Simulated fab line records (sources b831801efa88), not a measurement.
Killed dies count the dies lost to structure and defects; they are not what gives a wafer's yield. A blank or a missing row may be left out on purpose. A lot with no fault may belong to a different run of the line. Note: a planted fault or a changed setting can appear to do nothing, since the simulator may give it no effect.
Split-lot study -- flow gf180mcu -- route with 602 steps; 5 lots, 23 wafers read

ON THE SPLIT
At GF_M4_PEB_12 (peb time 90 s), the setting peb-time-s was moved away from the recipe's 90 s on 9 of the 23 wafers read, by -12.9% to -5.2%. This setting was run at the recipe's value on the other wafers.

THE PATH FROM SPLIT TO READING: the file shows 1 step between them
- GF_M4_DEVELOP_13: develop time 60 s

THE READING
cd-nm at GF_M4_CD_MEAS_14, given in nm (cd target 280 nm). Fault-free wafers of this fab line usually give 280.1 nm, standard deviation 1.3 nm.

wafer,"tool, chamber at the split","peb-time-s as run, s",against the recipe,"cd-nm, nm",against lot-mates on the recipe
L076.1,"litho-track-02, 0",90,recipe,281.1,-
L076.4,"litho-track-02, 0",90,recipe,280.9,-
L076.5,"litho-track-02, 0",90,recipe,281.9,-
L077.1,"litho-track-03, 0",85.33,-5.2%,279.3,-0.1
L077.2,"litho-track-03, 0",85.33,-5.2%,280.4,+1.0
L077.3,"litho-track-03, 0",90,recipe,279.5,-
L077.5,"litho-track-03, 0",90,recipe,279.3,-
L077.6,"litho-track-03, 0",85.33,-5.2%,280.8,+1.4
L081.1,"litho-track-01, 0",90,recipe,279.6,-
L081.2,"litho-track-01, 0",90,recipe,280.5,-
L081.4,"litho-track-01, 0",90,recipe,279.7,-
L081.5,"litho-track-01, 0",90,recipe,279.0,-
L081.6,"litho-track-01, 0",90,recipe,279.2,-
L082.1,"litho-track-02, 0",90,recipe,280.2,-
L082.2,"litho-track-02, 0",78.42,-12.9%,284.2,+3.4
L082.3,"litho-track-02, 0",78.42,-12.9%,284.8,+4.1
L082.4,"litho-track-02, 0",90,recipe,281.3,-
L082.5,"litho-track-02, 0",78.42,-12.9%,284.0,+3.2
L083.1,"litho-track-01, 0",82.3,-8.6%,283.9,+2.6
L083.2,"litho-track-01, 0",90,recipe,281.1,-
L083.3,"litho-track-01, 0",82.3,-8.6%,285.2,+3.9
L083.4,"litho-track-01, 0",90,recipe,281.4,-
L083.6,"litho-track-01, 0",82.3,-8.6%,284.3,+3.1

THE FIT
A straight line over all 23 wafers: cd-nm changes by -0.336 nm for each +1% of peb-time-s; r = -0.81; the points scatter about the line by 1.2 nm.
The same after taking each lot's own level away (the mean of its wafers on the recipe; 23 wafers): -0.296 nm for each +1%; r = -0.92; scatter 0.63 nm.
Per that fit: largest peb-time-s move, reading shift of 3.8 nm.
The span of the lots' own levels, 279.40 to 281.30 nm, comes to 1.5 times the standard deviation stated above.
So the slope is not independent of the lot-to-lot level: the two fits are not the same.
Check: +3.86 nm against its lot-mates is what the line predicts for one of the wafers moved furthest among these (-12.9%) when that wafer is left out of the fit. It came out at +3.45 nm against them.

FURTHER SPLITS ON THESE WAFERS
These wafers also went through other splits before the reading. Each is held against what the fit with the lots' levels taken away leaves over:
other split on the same wafers,wafers away from the commonest value,r with cd-nm (lot level and that fit taken away)
GF_M3_SPUTTER_04 power-w,6,+0.14
GF_V3_CMP_04 leave-above-ref-nm,5,+0.12
GF_V3_ETCH_17 source-w,7,+0.57
GF_M4_SPUTTER_00 power-w,6,-0.11
GF_M4_SPUTTER_03 power-w,6,+0.04

FILE'S OWN FIT
cd-nm changes by -0.292 nm for each +1% of peb-time-s, r = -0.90.
